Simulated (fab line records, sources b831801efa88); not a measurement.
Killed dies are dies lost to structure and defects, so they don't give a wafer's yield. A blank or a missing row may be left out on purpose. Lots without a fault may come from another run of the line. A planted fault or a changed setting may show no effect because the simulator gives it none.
fab line records | flow sky130
record lots=11 wafers=33 last_day=50
route steps=708 shown METAL3@533 VIA3@574 CAP2M@603 METAL4@633 PAD_OPEN@708
lots that met no fault: from a run of the same line without faults
start_h: hours from the record's first day to the start of the lot's first wafer shown | wait_h: hours since the lot's step before | " the same as in the row above | L1.1+2: a row that stands for several wafers | - no value, or no start given | * or withheld: withheld | < > ~ a bound
route shown NAME@n: a module of which the file shows steps, and the number in the route of the first | usual: mean/standard deviation of fault-free wafers | same: alike in all rows | chamber/n: place in a boat | sites: the reading at each site | _std_site: their standard deviation | _edge_site: outer sites' mean less inner sites' | radius_mm: how far each site lies from the wafer's centre | mask NAME#n: copy n | behind: the tool/chamber that last shaped the wafer | hold: why the lot was held/for how many hours/how that ended | device: the transistor (n, p or np) that didn't switch | end of line: the same wafers' tests at the end of the route | a step without rows: its recipe alone | killed: dies lost to structure and defects at the first sort, not the wafer's yield | map: a wafer's dies, x killed, . not, _ none there
set.NAME: the setting as run; set.NAME@STEP: as run at that earlier step | model.NAME: the simulator's own value behind a step, which no gauge read
steps of the route over a sample of lots; a table a step, a row a wafer
services: from which hour (start_h, from the record's first day; less than 0 if before it) a tool's chamber was out of use, for how many hours, and why
## steps
# step SKY_METAL3_SPUTTER_01
# recipe material=TiN target_thk_nm=20 power_w=6500 time_s=16.7 chamber_pressure_pa=0.4
# usual throttle_valve_pct=30.6/1.3
# same time_s=16.7
# columns lot.wafer tool chamber start_h wait_h throttle_valve_pct
L811.4 pvd_sputter-03 - 864.27 0.0 30.7
L811.5 " - " " 30.7
L811.6 " - " " 30.9
L812.1 pvd_sputter-02 - 873.44 0.0 28.5
L812.2 " - " " 30.6
L812.6 " - " " 33.6
L813.1 pvd_sputter-01 - 889.18 0.0 30.9
L813.4 " - " " 29.9
L813.6 " - " " 30.3
L816.1 pvd_sputter-01 - 916.29 0.0 30.7
L816.2 " - " " 30.0
L816.6 " - " " 30.7
L817.1 pvd_sputter-03 - 924.17 0.0 28.7
L817.2 " - " " 30.1
L817.4 " - " " 28.8
L819.1 pvd_sputter-01 - 934.13 0.0 30.6
L819.3 " - " " 30.9
L819.5 " - " " 29.9
L824.1 pvd_sputter-03 - 968.45 0.0 30.6
L824.2 " - " " 29.8
L824.3 " - " " 28.8
L826.1 pvd_sputter-01 - 974.29 0.0 31.0
L826.5 " - " " 29.7
L826.6 " - " " 31.0
L827.2 pvd_sputter-03 - 989.92 0.0 30.5
L827.4 " - " " 29.7
L827.6 " - " " 30.0
L832.2 pvd_sputter-03 - 1017.67 0.0 29.9
L832.3 " - " " 29.2
L832.4 " - " " 30.9
L833.1 pvd_sputter-03 - 1022.17 0.0 29.9
L833.2 " - " " 31.2
L833.6 " - " " 30.3
# step SKY_METAL3_STRIP_19
# recipe chemistry=O2/N2 power_w=1400 pressure_mtorr=1500 platen_temp_c=withheld o2_flow_sccm=3000 n2_flow_sccm=300 overash_fraction=0.5
# usual drypump_motor_current_A=5.6/0.48 oes_product_au=0.502/0.0052 strip_time_to_endpoint_s=6.52/0.06
# columns lot.wafer tool chamber start_h wait_h drypump_motor_current_A oes_product_au rf_hours_counter_h strip_time_to_endpoint_s
L811.4 plasma_asher-03 1 916.45 0.1 5.8 0.503 - 6.49
L811.5 " 1 " " 5.8 0.501 - 6.51
L811.6 " 0 " " 5.6 0.503 - 6.59
L812.1 plasma_asher-04 1 926.29 0.1 6.4 0.497 111 6.51
L812.2 " 0 " " 5.0 0.505 111 6.58
L812.6 " 1 " " 6.4 0.498 - 6.47
L813.1 plasma_asher-01 0 941.17 0.1 5.0 0.499 51 6.55
L813.4 " 1 " " 6.1 0.499 - 6.51
L813.6 " 0 " " 5.0 0.500 - 6.52
L816.1 plasma_asher-04 1 966.94 0.1 6.4 0.495 115 6.54
L816.2 " 0 " " 5.0 0.496 115 6.63
L816.6 " 1 " " 6.3 0.502 - 6.51
L817.1 plasma_asher-03 1 974.18 0.1 5.8 0.503 23 6.49
L817.2 " 0 " " 5.5 0.496 23 6.58
L817.4 " 1 " " 5.8 0.499 - 6.53
L819.1 plasma_asher-03 0 984.33 0.1 5.5 0.504 24 6.66
L819.3 " 0 " " 5.5 0.494 - 6.64
L819.5 " 0 " " 5.5 0.515 - 6.65
L824.1 plasma_asher-04 1 1016.82 0.1 6.4 0.500 118 6.47
L824.2 " 0 " " 5.0 0.506 118 6.63
L824.3 " 0 " " 5.0 0.508 - 6.57
L826.1 plasma_asher-03 0 1022.73 0.1 5.6 0.502 30 6.49
L826.5 " 1 " " 5.8 0.505 - 6.48
L826.6 " 0 " " 5.6 0.499 - 6.62
L827.2 plasma_asher-03 0 1037.28 0.1 5.5 0.503 31 6.50
L827.4 " 1 " " 5.8 0.490 - 6.50
L827.6 " 0 " " 5.5 0.502 - 6.64
L832.2 plasma_asher-03 1 1064.00 0.1 5.8 0.502 34 6.47
L832.3 " 0 " " 5.6 0.504 - 6.47
L832.4 " 1 " " 5.8 0.514 - 6.58
L833.1 plasma_asher-04 0 1068.32 0.1 5.0 0.500 0 6.43
L833.2 " 1 " " 6.4 0.497 0 6.51
L833.6 " 1 " " 6.4 0.505 - 6.47
# step SKY_VIA3_THK_MEAS_01
# recipe reads=SiO2_of_VIA3_HDPCVD_00
# usual VIA3_HDPCVD_THK=1634/17
# columns lot.wafer tool chamber start_h wait_h VIA3_HDPCVD_THK[nm]
L811.4 film_metro-02 - 917.47 0.1 1626
L811.5 " - " " 1631
L811.6 " - " " 1608
L812.1 film_metro-03 - 927.05 0.1 1637
L812.2 " - " " 1641
L812.6 " - " " 1652
L813.1 film_metro-03 - 941.93 0.1 1645
L813.4 " - " " 1629
L813.6 " - " " 1648
L816.1 film_metro-03 - 967.77 0.1 1634
L816.2 " - " " 1650
L816.6 " - " " 1614
L817.1 film_metro-02 - 974.94 0.1 1654
L817.2 " - " " 1645
L817.4 " - " " 1652
L819.1 film_metro-01 - 985.10 0.1 1615
L819.3 " - " " 1614
L819.5 " - " " 1611
L824.1 film_metro-03 - 1017.66 0.1 1642
L824.2 " - " " 1650
L824.3 " - " " 1657
L826.1 film_metro-01 - 1023.58 0.1 1606
L826.5 " - " " 1596
L826.6 " - " " 1624
L827.2 film_metro-01 - 1038.07 0.1 1641
L827.4 " - " " 1648
L827.6 " - " " 1643
L832.2 film_metro-01 - 1064.77 0.1 1640
L832.3 " - " " 1641
L832.4 " - " " 1644
L833.1 film_metro-03 - 1069.09 0.1 1646
L833.2 " - " " 1624
L833.6 " - " " 1624
# step SKY_CAP2M_CVD_00
# recipe material=SiO2 target_thk_nm=15.5 temp_c=400 time_s=withheld rf_w=450
# usual heater_power_w=842/100
# columns lot.wafer tool chamber start_h wait_h heater_power_w
L811.4 pecvd-04 1 944.18 0.0 628
L811.5 " 0 " " 919
L811.6 " 2 " " 922
L812.1 pecvd-04 1 953.62 0.0 769
L812.2 " 0 " " 949
L812.6 " 0 " " 945
L813.1 pecvd-03 0 968.35 0.0 798
L813.4 " 2 " " 942
L813.6 " 1 " " 821
L816.1 pecvd-03 2 993.67 0.0 890
L816.2 " 0 " " 691
L816.6 " 0 " " 694
L817.1 pecvd-03 2 1000.69 0.0 886
L817.2 " 0 " " 651
L817.4 " 0 " " 664
L819.1 pecvd-03 1 1011.23 0.0 823
L819.3 " 0 " " 710
L819.5 " 1 " " 844
L824.1 pecvd-04 2 1042.83 0.0 947
L824.2 " 0 " " 927
L824.3 " 0 " " 900
L826.1 pecvd-03 1 1049.20 0.0 939
L826.5 " 0 " " 722
L826.6 " 1 " " 936
L827.2 pecvd-04 1 1062.12 0.0 719
L827.4 " 0 " " 896
L827.6 " 1 " " 722
L832.2 pecvd-03 2 1088.73 0.0 956
L832.3 " 0 " " 803
L832.4 " 0 " " 776
L833.1 pecvd-03 2 1092.15 0.0 836
L833.2 " 1 " " 905
L833.6 " 2 " " 859
# step SKY_CAP2M_THK_MEAS_01
# recipe reads=SiO2_of_CAP2M_CVD_00
# usual CAP2M_CVD_00_THK=15.50/0.2
# columns lot.wafer tool chamber start_h wait_h CAP2M_CVD_00_THK[nm]
L811.4 film_metro-02 - 944.22 - 15.57
L811.5 " - " " 15.70
L811.6 " - " " 15.45
L812.1 film_metro-04 - 953.64 - 14.94
L812.2 " - " " 15.29
L812.6 " - " " 15.24
L813.1 film_metro-04 - 968.37 - 15.42
L813.4 " - " " 15.82
L813.6 " - " " 15.61
L816.1 film_metro-02 - 993.70 - 15.27
L816.2 " - " " 15.36
L816.6 " - " " 15.90
L817.1 film_metro-02 - 1000.72 - 15.01
L817.2 " - " " 15.37
L817.4 " - " " 15.57
L819.1 film_metro-04 - 1011.26 - 15.14
L819.3 " - " " 15.54
L819.5 " - " " 15.59
L824.1 film_metro-03 - 1042.86 - 15.20
L824.2 " - " " 15.41
L824.3 " - " " 20.66
L826.1 film_metro-03 - 1049.22 - 15.14
L826.5 " - " " 15.84
L826.6 " - " " 15.57
L827.2 film_metro-04 - 1062.15 - 15.39
L827.4 " - " " 15.78
L827.6 " - " " 20.70
L832.2 film_metro-02 - 1088.76 - 15.29
L832.3 " - " " 15.47
L832.4 " - " " 15.79
L833.1 film_metro-03 - 1092.17 - 15.52
L833.2 " - " " 15.58
L833.6 " - " " 15.85
# step SKY_METAL4_ETCH_17
# recipe target=SiO2 stop_on=TiN chemistry=C4F8/O2/Ar source_w=1500 bias_w=1200 pressure_mtorr=40 c4f8_flow_sccm=withheld O2_flow_sccm=6 Ar_flow_sccm=300 time_s=3.9 target_depth_a=150
# usual oes_product_au=0.754/0.0068
# same time_s=3.9
# columns lot.wafer tool chamber start_h wait_h oes_product_au rf_hours_counter_h
L811.4 rie_diel-02 0 993.09 0.0 0.757 11
L811.5 " 0 " " 0.765 -
L811.6 " 1 " " 0.754 -
L812.1 rie_diel-03 0 1002.78 0.2 0.752 8
L812.2 " 3 " " 0.755 16
L812.6 " 0 " " 0.751 -
L813.1 rie_diel-02 2 1016.39 0.1 0.763 19
L813.4 " 0 " " 0.756 12
L813.6 " 0 " " 0.753 -
L816.1 rie_diel-02 2 1041.05 0.1 0.750 19
L816.2 " 3 " " 0.745 2
L816.6 " 0 " " 0.769 -
L817.1 rie_diel-03 2 1048.19 0.1 0.744 22
L817.2 " 3 " " 0.746 18
L817.4 " 0 " " 0.750 10
L819.1 rie_diel-03 3 1058.10 0.1 0.736 18
L819.3 " 0 " " 0.749 10
L819.5 " 0 " " 0.755 -
L824.1 rie_diel-03 2 1087.99 0.1 0.744 23
L824.2 " 1 " " 0.755 13
L824.3 " 0 " " 0.874 11
L826.1 rie_diel-02 1 1093.40 0.1 0.755 7
L826.5 " 0 " " 0.767 -
L826.6 " 1 " " 0.760 -
L827.2 rie_diel-03 1 1105.34 0.1 0.747 13
L827.4 " 0 " " 0.769 11
L827.6 " 2 " " 0.879 -
L832.2 rie_diel-01 0 1130.65 0.1 0.753 11
L832.3 " 3 " " 0.747 24
L832.4 " 2 " " 0.762 17
L833.1 rie_diel-03 2 1133.10 0.1 0.759 25
L833.2 " 0 " " 0.750 12
L833.6 " 0 " " 0.766 -
# step SKY_PAD_OPEN_PROBE_99
# usual defect_limited_yield=82.7/1.9 killed_at_M0_to_M3=43/7.1 killed_at_M4_up=3.2/1.9 killed_at_contacts=23/5.1 killed_at_front_end=15/4.5 killed_at_other=0.4/0.65 killed_dies=85/9.4 killed_open=47/6.8 killed_short=38/6.1
# same gross_dies=492 killed_at_back_side=0
# columns lot.wafer tool chamber start_h wait_h defect_limited_yield[%] killed_at_M0_to_M3 killed_at_M4_up killed_at_contacts killed_at_front_end killed_at_other killed_dies killed_open killed_short
L811.4 prober-01 - 1088.26 0.2 84.3 36 2 27 11 1 77 37 40
L811.5 prober-01 - 1088.31 0.2 84.1 32 3 24 19 0 78 42 36
L811.6 prober-01 - 1088.36 0.2 81.3 50 2 23 13 4 92 48 42
L812.1 prober-02 - 1097.07 0.1 83.1 36 5 21 21 0 83 50 32
L812.2 prober-02 - 1097.12 0.1 81.7 54 4 16 16 0 90 50 39
L812.6 prober-02 - 1097.32 0.2 81.7 45 6 29 8 2 90 51 39
L813.1 prober-01 - 1109.86 0.1 83.7 42 1 23 14 0 80 46 34
L813.4 prober-01 - 1110.01 0.2 81.3 45 5 28 14 0 92 57 35
L813.6 prober-01 - 1110.11 0.2 82.9 40 4 23 17 0 84 51 33
L816.1 prober-02 - 1130.91 0.1 79.7 50 2 29 18 1 100 55 45
L816.2 prober-02 - 1130.96 0.1 80.5 50 4 31 11 0 96 51 45
L816.6 prober-02 - 1131.16 0.2 81.1 50 2 23 18 0 93 47 46
L817.1 prober-01 - 1137.98 0.1 79.7 51 1 32 15 1 100 64 36
L817.2 prober-01 - 1138.03 0.1 82.5 46 3 20 17 0 86 48 38
L817.4 prober-01 - 1138.13 0.2 78.5 46 4 32 24 0 106 56 50
L819.1 prober-01 - 1146.34 0.1 80.7 54 2 19 19 1 95 48 47
L819.3 prober-01 - 1146.44 0.2 80.7 60 2 17 16 0 95 58 37
L819.5 prober-01 - 1146.54 0.2 82.3 43 3 24 16 1 87 40 47
L824.1 prober-01 - 1171.47 0.1 81.5 40 7 29 14 1 91 57 33
L824.2 prober-01 - 1171.52 0.1 82.7 55 0 22 7 1 85 48 37
L824.3 prober-01 - 1171.57 0.2 85.8 39 4 15 12 0 70 38 32
L826.1 prober-02 - 1177.31 0.1 81.9 53 2 24 9 1 89 54 35
L826.5 prober-02 - 1177.51 0.2 83.3 39 5 23 15 0 82 42 40
L826.6 prober-02 - 1177.56 0.2 83.1 44 1 23 15 0 83 48 35
L827.2 prober-01 - 1184.34 0.1 83.1 50 5 20 7 1 83 45 37
L827.4 prober-01 - 1184.44 0.2 83.7 42 2 23 11 2 80 42 36
L827.6 prober-01 - 1184.54 0.2 77.8 58 1 38 12 0 109 56 53
L832.2 prober-02 - 1203.73 0.1 82.7 42 3 24 16 0 85 49 36
L832.3 prober-02 - 1203.78 0.2 84.8 36 7 18 14 0 75 35 40
L832.4 prober-02 - 1203.83 0.2 82.5 40 6 21 19 0 86 48 38
L833.1 prober-02 - 1206.03 0.1 85.0 34 3 21 16 0 74 42 32
L833.2 prober-02 - 1206.08 0.1 84.6 38 2 28 8 0 76 45 31
L833.6 prober-02 - 1206.28 0.2 81.7 49 3 21 15 2 90 50 39
# killed by level:class
L811.4 CONTACT:geometric_particle:open=10 VIA2:geometric_particle:open=7 CONTACT:geometric_particle:short=6 VIA1:geometric_particle:open=6 VIA1:geometric_particle:short=6 LI_CONTACT:geometric_particle:open=5 METAL2:geometric_particle:short=5 LI_CONTACT:geometric_particle:short=4
L811.5 VIA1:geometric_particle:open=10 LI_CONTACT:geometric_particle:open=7 POLY_GATE:geometric_particle:open=5 CONTACT:geometric_particle:open=5 CONTACT:geometric_particle:short=4 METAL2:geometric_particle:short=4 FIELD_ISO:geometric_particle:open=3 FIELD_ISO:geometric_particle:short=3
L811.6 VIA1:geometric_particle:open=14 METAL1:geometric_particle:short=10 VIA1:geometric_particle:short=9 CONTACT:geometric_particle:open=8 LI_CONTACT:geometric_particle:open=6 VIA3:geometric_particle:open=5 VIA2:geometric_particle:open=5 POLY_GATE:geometric_particle:short=4
L812.1 CONTACT:geometric_particle:open=11 VIA2:geometric_particle:open=9 FIELD_ISO:geometric_particle:open=7 VIA1:geometric_particle:open=7 FIELD_ISO:geometric_particle:short=6 VIA1:geometric_particle:short=6 LI_CONTACT:geometric_particle:open=6 VIA3:geometric_particle:open=4
L812.2 VIA1:geometric_particle:open=11 VIA2:geometric_particle:open=9 VIA3:geometric_particle:open=7 CONTACT:geometric_particle:open=6 LI_CONTACT:geometric_particle:open=6 METAL1:geometric_particle:short=6 VIA2:geometric_particle:short=6 VIA1:geometric_particle:short=5
L812.6 CONTACT:geometric_particle:open=12 VIA1:geometric_particle:open=12 VIA2:geometric_particle:open=8 LOCAL_INTERCONNECT:geometric_particle:short=7 METAL2:geometric_particle:short=6 LI_CONTACT:geometric_particle:open=5 METAL1:geometric_particle:short=5 VIA3:geometric_particle:open=5
L813.1 CONTACT:geometric_particle:open=10 VIA1:geometric_particle:open=10 VIA3:geometric_particle:open=8 CONTACT:geometric_particle:short=6 VIA1:geometric_particle:short=6 FIELD_ISO:geometric_particle:open=4 POLY_GATE:geometric_particle:open=4 VIA2:geometric_particle:open=4
L813.4 CONTACT:geometric_particle:open=13 VIA1:geometric_particle:open=8 VIA2:geometric_particle:open=8 VIA3:geometric_particle:open=7 LI_CONTACT:geometric_particle:open=6 VIA2:geometric_particle:short=6 LOCAL_INTERCONNECT:geometric_particle:short=4 POLY_GATE:geometric_particle:open=3
L813.6 VIA3:geometric_particle:open=11 CONTACT:geometric_particle:open=9 VIA2:geometric_particle:open=7 LI_CONTACT:geometric_particle:open=6 POLY_GATE:geometric_particle:open=5 POLY_GATE:geometric_particle:short=5 METAL1:geometric_particle:short=5 VIA1:geometric_particle:open=5
L816.1 VIA1:geometric_particle:open=15 VIA3:geometric_particle:open=8 CONTACT:geometric_particle:short=7 LI_CONTACT:geometric_particle:open=7 CONTACT:geometric_particle:open=7 VIA2:geometric_particle:open=7 FIELD_ISO:geometric_particle:short=6 VIA1:geometric_particle:short=6
L816.2 CONTACT:geometric_particle:open=9 CONTACT:geometric_particle:short=9 VIA3:geometric_particle:open=9 LI_CONTACT:geometric_particle:open=8 VIA1:geometric_particle:open=8 VIA1:geometric_particle:short=7 VIA2:geometric_particle:open=7 METAL2:geometric_particle:short=6
L816.6 VIA2:geometric_particle:open=12 CONTACT:geometric_particle:open=9 VIA1:geometric_particle:short=8 VIA3:geometric_particle:open=7 POLY_GATE:geometric_particle:open=6 METAL1:geometric_particle:short=6 POLY_GATE:geometric_particle:short=5 LOCAL_INTERCONNECT:geometric_particle:short=5
L817.1 LI_CONTACT:geometric_particle:open=12 VIA2:geometric_particle:open=10 CONTACT:geometric_particle:open=10 VIA1:geometric_particle:open=9 VIA3:geometric_particle:open=8 METAL1:geometric_particle:short=5 FIELD_ISO:geometric_particle:short=4 FIELD_ISO:geometric_particle:open=4
L817.2 VIA1:geometric_particle:open=10 LI_CONTACT:geometric_particle:open=8 CONTACT:geometric_particle:open=6 VIA2:geometric_particle:short=5 VIA3:geometric_particle:open=5 FIELD_ISO:geometric_particle:short=4 METAL1:geometric_particle:short=4 VIA1:geometric_particle:short=4
L817.4 CONTACT:geometric_particle:open=15 VIA1:geometric_particle:open=11 VIA2:geometric_particle:open=7 CONTACT:geometric_particle:short=7 METAL1:geometric_particle:short=7 POLY_GATE:geometric_particle:short=5 POLY_GATE:geometric_particle:open=5 METAL2:geometric_particle:short=5
L819.1 VIA1:geometric_particle:open=12 METAL1:geometric_particle:short=11 FIELD_ISO:geometric_particle:short=9 VIA3:geometric_particle:open=9 LI_CONTACT:geometric_particle:open=7 VIA1:geometric_particle:short=7 VIA2:geometric_particle:open=6 FIELD_ISO:geometric_particle:open=4
L819.3 VIA1:geometric_particle:open=18 VIA3:geometric_particle:open=10 LI_CONTACT:geometric_particle:open=8 VIA2:geometric_particle:open=7 FIELD_ISO:geometric_particle:short=6 VIA1:geometric_particle:short=6 METAL2:geometric_particle:short=6 CONTACT:geometric_particle:open=5
L819.5 CONTACT:geometric_particle:open=8 VIA1:geometric_particle:open=8 VIA2:geometric_particle:open=8 METAL1:geometric_particle:short=6 FIELD_ISO:geometric_particle:short=5 POLY_GATE:geometric_particle:short=5 LI_CONTACT:geometric_particle:open=5 METAL2:geometric_particle:short=5
L824.1 CONTACT:geometric_particle:open=14 VIA1:geometric_particle:open=9 VIA2:geometric_particle:open=8 LI_CONTACT:geometric_particle:open=7 VIA3:geometric_particle:open=6 FIELD_ISO:geometric_particle:open=5 LI_CONTACT:geometric_particle:short=5 METAL4:geometric_particle:short=5
L824.2 VIA2:geometric_particle:open=10 VIA1:geometric_particle:open=9 LI_CONTACT:geometric_particle:open=8 VIA3:geometric_particle:open=6 VIA1:geometric_particle:short=6 METAL3:geometric_particle:short=5 VIA2:geometric_particle:short=5 CONTACT:geometric_particle:open=5
L824.3 VIA1:geometric_particle:open=12 VIA3:geometric_particle:open=9 FIELD_ISO:geometric_particle:short=6 CONTACT:geometric_particle:open=5 LOCAL_INTERCONNECT:geometric_particle:short=4 CONTACT:geometric_particle:short=4 VIA1:geometric_particle:short=3 METAL2:geometric_particle:short=3
L826.1 VIA1:geometric_particle:open=18 VIA3:geometric_particle:open=10 CONTACT:geometric_particle:open=9 METAL2:geometric_particle:short=7 LI_CONTACT:geometric_particle:open=7 POLY_GATE:geometric_particle:short=6 CONTACT:geometric_particle:short=5 VIA2:geometric_particle:open=4
L826.5 CONTACT:geometric_particle:open=10 VIA1:geometric_particle:open=10 VIA3:geometric_particle:open=8 POLY_GATE:geometric_particle:short=6 VIA2:geometric_particle:open=5 FIELD_ISO:geometric_particle:short=4 CONTACT:geometric_particle:short=4 METAL1:geometric_particle:short=4
L826.6 VIA1:geometric_particle:open=10 VIA3:geometric_particle:open=9 LI_CONTACT:geometric_particle:open=7 CONTACT:geometric_particle:open=7 VIA2:geometric_particle:open=6 VIA1:geometric_particle:short=6 FIELD_ISO:geometric_particle:open=5 POLY_GATE:geometric_particle:short=5
L827.2 VIA1:geometric_particle:open=11 METAL1:geometric_particle:short=9 LI_CONTACT:geometric_particle:open=7 VIA3:geometric_particle:open=6 VIA1:geometric_particle:short=4 CONTACT:geometric_particle:open=4 VIA2:geometric_particle:open=4 METAL2:geometric_particle:short=4
L827.4 LI_CONTACT:geometric_particle:open=7 VIA1:geometric_particle:open=7 METAL2:geometric_particle:short=7 CONTACT:geometric_particle:open=6 FIELD_ISO:geometric_particle:open=5 METAL1:geometric_particle:open=5 VIA1:geometric_particle:short=4 LI_CONTACT:geometric_particle:short=4
L827.6 CONTACT:geometric_particle:open=16 VIA1:geometric_particle:open=12 METAL2:geometric_particle:short=9 VIA1:geometric_particle:short=9 VIA2:geometric_particle:open=9 LI_CONTACT:geometric_particle:open=8 VIA3:geometric_particle:open=6 CONTACT:geometric_particle:short=6
L832.2 LI_CONTACT:geometric_particle:open=10 VIA1:geometric_particle:open=9 METAL1:geometric_particle:short=8 FIELD_ISO:geometric_particle:open=7 CONTACT:geometric_particle:open=6 CONTACT:geometric_particle:short=5 VIA2:geometric_particle:open=5 METAL3:geometric_particle:short=4
L832.3 METAL2:geometric_particle:short=9 CONTACT:geometric_particle:open=8 FIELD_ISO:geometric_particle:open=7 VIA3:geometric_particle:short=7 FIELD_ISO:geometric_particle:short=6 METAL4:geometric_particle:short=5 METAL1:geometric_particle:short=5 LI_CONTACT:geometric_particle:open=4
L832.4 VIA1:geometric_particle:open=12 LOCAL_INTERCONNECT:geometric_particle:short=7 CONTACT:geometric_particle:open=7 FIELD_ISO:geometric_particle:short=6 VIA3:geometric_particle:open=6 POLY_GATE:geometric_particle:short=5 LI_CONTACT:geometric_particle:open=5 METAL1:geometric_particle:short=5
L833.1 CONTACT:geometric_particle:open=9 VIA1:geometric_particle:open=6 VIA3:geometric_particle:open=6 POLY_GATE:geometric_particle:open=5 VIA2:geometric_particle:short=5 POLY_GATE:geometric_particle:short=4 LI_CONTACT:geometric_particle:open=4 CONTACT:geometric_particle:short=4
L833.2 VIA2:geometric_particle:open=10 CONTACT:geometric_particle:open=10 VIA1:geometric_particle:open=10 LI_CONTACT:geometric_particle:short=5 CONTACT:geometric_particle:short=5 VIA1:geometric_particle:short=5 LI_CONTACT:geometric_particle:open=4 LOCAL_INTERCONNECT:geometric_particle:short=4
L833.6 VIA1:geometric_particle:open=13 FIELD_ISO:geometric_particle:open=8 VIA3:geometric_particle:open=8 LI_CONTACT:geometric_particle:open=7 CONTACT:geometric_particle:open=6 METAL1:geometric_particle:short=6 VIA2:geometric_particle:open=6 METAL3:geometric_particle:short=5
## services
# columns tool chamber start_h hours kind
rie_diel-02 - 849.94 14.6 pm
pvd_sputter-02 - 867.82 0.9 repair
rie_diel-02 2 871.80 2.5 repair
pecvd-04 1 895.71 3.1 repair
rie_diel-03 3 910.74 1.9 repair
rie_diel-02 3 935.49 6.2 repair
rie_diel-03 1 960.49 13.2 repair
plasma_asher-04 - 974.62 22.6 repair
pecvd-03 - 983.07 5.5 pm
plasma_asher-04 - 997.25 2.8 pm
pecvd-03 2 1004.55 23.2 repair
plasma_asher-03 - 1006.01 2.8 pm
pecvd-04 1 1019.71 4.1 repair
plasma_asher-04 - 1055.25 9.0 pm
pecvd-04 0 1067.44 3.6 repair
rie_diel-03 - 1067.55 1.7 repair
pvd_sputter-03 - 1072.37 1.8 repair
pvd_sputter-03 - 1074.54 0.5 repair
rie_diel-03 - 1098.18 2.8 pm
rie_diel-02 1 1106.40 12.8 repair
pecvd-04 - 1108.63 0.6 repair
pvd_sputter-01 - 1116.54 2.1 repair
pecvd-03 - 1122.82 28.1 pm
pecvd-04 1 1125.42 5.0 repair
## key
first_sign step=SKY_CAP2M_THK_MEAS_01 reading=CAP2M_CVD_00_THK direction=up sigmas=26 usual=15.50 struck=20.68
effect step=SKY_METAL4_ETCH_17 reading=oes_product_au direction=up sigmas=18 usual=0.754 struck=0.877
met_at SKY_CAP2M_CVD_00
struck_lots L824,L827
struck_wafers L824.3,L827.6
not_acting_at SKY_METAL3_SPUTTER_01,SKY_METAL3_STRIP_19,SKY_VIA3_THK_MEAS_01
onset_between 953.62 1042.83
fault kind=process_parameter_drift tool=pecvd-04 chamber=- onset_h=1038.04 steps=SKY_CAP2M_CVD_00 channel=target_thk_nm offset=5.1087 shape=step end_h=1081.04 scope=struck_wafers_only acts_in=these_recipes_only stated=15.5
